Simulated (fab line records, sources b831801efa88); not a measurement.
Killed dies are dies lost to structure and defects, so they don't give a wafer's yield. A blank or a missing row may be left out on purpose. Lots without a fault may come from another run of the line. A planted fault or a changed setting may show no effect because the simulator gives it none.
Which tool did it? | flow sfq_line | 7 lots, 21 wafers sampled, at 2 steps of a route of 325

WHAT THE GAUGES READ, wafer by wafer
SFQ_M2_RS_MEAS_914: measures by four-point-probe.
lot  | measured     | on            | M2_NB_RS (ohm/sq)
L469 | day 22 18:58 | film_metro-03 | 0.893 0.895 0.902
L475 | day 25 08:20 | film_metro-01 | 0.896 0.903 0.891
L479 | day 27 03:02 | film_metro-01 | 1.142 0.896 0.877
L484 | day 35 07:56 | film_metro-03 | 0.906 0.896 0.898
L487 | day 35 22:30 | film_metro-01 | 0.894 0.908 0.912
L489 | day 37 02:06 | film_metro-03 | 0.878 0.889 0.887
L491 | day 37 15:29 | film_metro-02 | 0.898 0.887 0.901

WHICH TOOL RAN EACH LOT (tool, then ch and the chambers of the sampled wafers, then the start)
lot  | SFQ_TRILAYER_M2_DEP_SPUTTER_055
L469 | pvd_sputter-06, day 22 18:52
L475 | pvd_sputter-06, day 25 08:15
L479 | pvd_sputter-03, day 27 02:53
L484 | pvd_sputter-03, day 35 07:51
L487 | pvd_sputter-03, day 35 22:23
L489 | pvd_sputter-03, day 37 01:59
L491 | pvd_sputter-06, day 37 15:23
- SFQ_TRILAYER_M2_DEP_SPUTTER_055: material Nb, target thk 200 nm, time 133.3 s.

THE ANSWER, worked out from the rows above alone
Rule: what is usual is taken from the lots themselves. Put in order of their means at a reading, lots are off if they are a third of the lots or fewer, leave a main group of 4 or more, and stand apart from it by a gap of 3 or more times the standard deviation of the main group's means; of several such gaps the widest counts. A main group whose means are all the same, to the digits that the tables above print for the reading, isn't used. A lot without any number at a reading at which 4 lots or more have one is off too. The other lots that the step has rows for count as sound.
Off: L479, at SFQ_M2_RS_MEAS_914 (M2_NB_RS). The main group: mean 0.896 ohm/sq, standard deviation 0.0061.
A tool fits if, at a process step before that reading, it ran every lot that is off, and no sound lot after the first of them. The gauges at SFQ_M2_RS_MEAS_914 are tried like those tools. None of those tried fits.

WHAT THE SIMULATOR HAD PUT IN
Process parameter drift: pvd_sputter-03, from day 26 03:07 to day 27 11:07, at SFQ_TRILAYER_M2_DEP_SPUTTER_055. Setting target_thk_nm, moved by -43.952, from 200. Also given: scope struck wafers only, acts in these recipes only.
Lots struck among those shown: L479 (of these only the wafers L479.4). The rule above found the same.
